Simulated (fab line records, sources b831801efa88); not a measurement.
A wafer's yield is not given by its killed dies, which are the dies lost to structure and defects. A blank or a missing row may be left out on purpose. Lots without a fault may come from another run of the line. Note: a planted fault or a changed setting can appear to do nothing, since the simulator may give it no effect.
8D (eight disciplines) problem report, filled in by code || flow sky130 || the parts of the form that need people (team, actions taken, sign-off) are left out

1. WHAT IS WRONG
At SKY_POLY_GATE_ETCH_17, oesProductAu averages 0.678 a.u. over 3 wafers from 3 lots, while fault-free wafers read 0.985 a.u., standard deviation 0.0074. That puts it -42 standard deviations away from the usual mean.
The step: etches poly-Si in HBr/Cl2, stops on SiO2, target depth 180 nm, time 70.5 s.
First observed at day 22 06:38: wafer L121.5, on rieSi-02. The record has a number at this step for 42 wafers belonging to 15 lots. Rule for "out", or "out of limits": more than 4 standard deviations from the usual mean. The rest of the wafers with a number are treated as sound.

2. WHAT IT IS AND WHAT IT IS NOT
{"question": "which readings at this step", "is": "oesProductAu", "is not": "drypumpMotorCurrentA, throttleValvePct"}
{"question": "which lots", "is": "L121, L123, L125", "is not": "L105, L106, L107, L108, L109, L111, L112, L114, L115, L116, L118, L128"}
{"question": "which wafers of those lots", "is": "L121.5, L123.3, L125.3", "is not": "L121.6, L123.6, L125.1"}
{"question": "read on which tools", "is": "rieSi-02", "is not": "rieSi-01"}
{"question": "when", "is": "from day 22 06:38", "is not": "up to then (34 sound wafers); but 5 sound wafers of L123, L125, L128 came after"}

3. SUSPECTS, AND WHAT RULES EACH OUT
Counting: if a tool at a process step up to the reading ran every lot that is out, it stays a suspect. Sound lots after the first of them don't rule it out here, since some wafers of a struck lot are sound.
- rieSi-02 at SKY_POLY_GATE_ETCH_17 (etches poly-Si in HBr/Cl2, stops on SiO2, target depth 180 nm, time 70.5 s): kept. Every lot that is out went through it, the first being L121 (day 22 06:38); the last sound lot it ran before that was L115 (day 20 01:31). Out on those wafers are its own readings of oesProductAu.
The count leaves rieSi-02 at SKY_POLY_GATE_ETCH_17.

4. THE CAUSE (what the simulator had put in)
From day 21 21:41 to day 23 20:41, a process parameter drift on rieSi-02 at SKY_POLY_GATE_ETCH_17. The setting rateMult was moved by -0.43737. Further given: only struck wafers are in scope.
The count eliminated every tool but this one.

5. SEQUENCE OF EFFECTS, ordered by route
Rows list readings where the struck wafers' mean (over those with a number) sits beyond 3 standard deviations from the usual. Only readings for which the record gives a usual standard deviation are gone through. hours: the time from each lot's start at the first step in this table that gives one to its start at this step, as a median over the lots. sigmas: the change in usual standard deviations.
{"hours": 0, "step": "SKY_POLY_GATE_ETCH_17", "reading": "oesProductAu", "usual": "0.985 a.u.", "on struck wafers": 0.678, "change": -0.307, "sigmas": -42}
{"hours": 0, "step": "SKY_POLY_GATE_STRIP_18", "reading": "oesProductAu", "usual": "0.360 a.u.", "on struck wafers": 0.377, "change": "+0.017", "sigmas": "+3.4"}
{"hours": 0, "step": "SKY_POLY_GATE_STRIP_18", "reading": "stripTimeToEndpointS", "usual": "3.16 s", "on struck wafers": 3.60, "change": "+0.44", "sigmas": "+8.4"}
Here are the process steps it includes:
- SKY_POLY_GATE_ETCH_17: etches poly-Si in HBr/Cl2, stops on SiO2, target depth 180 nm, time 70.5 s.
- SKY_POLY_GATE_STRIP_18: strips in O2/N2.
At these later measuring or inspecting steps, every struck wafer for which the step has a row has a number for every such reading, and none has moved that far: SKY_LDD_N_OVL_MEAS_07.

6. HOW IT WOULD HAVE BEEN CAUGHT EARLIER
The fault began at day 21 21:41; the first out-of-limits reading in this record came at day 22 06:38, 9 hours later.
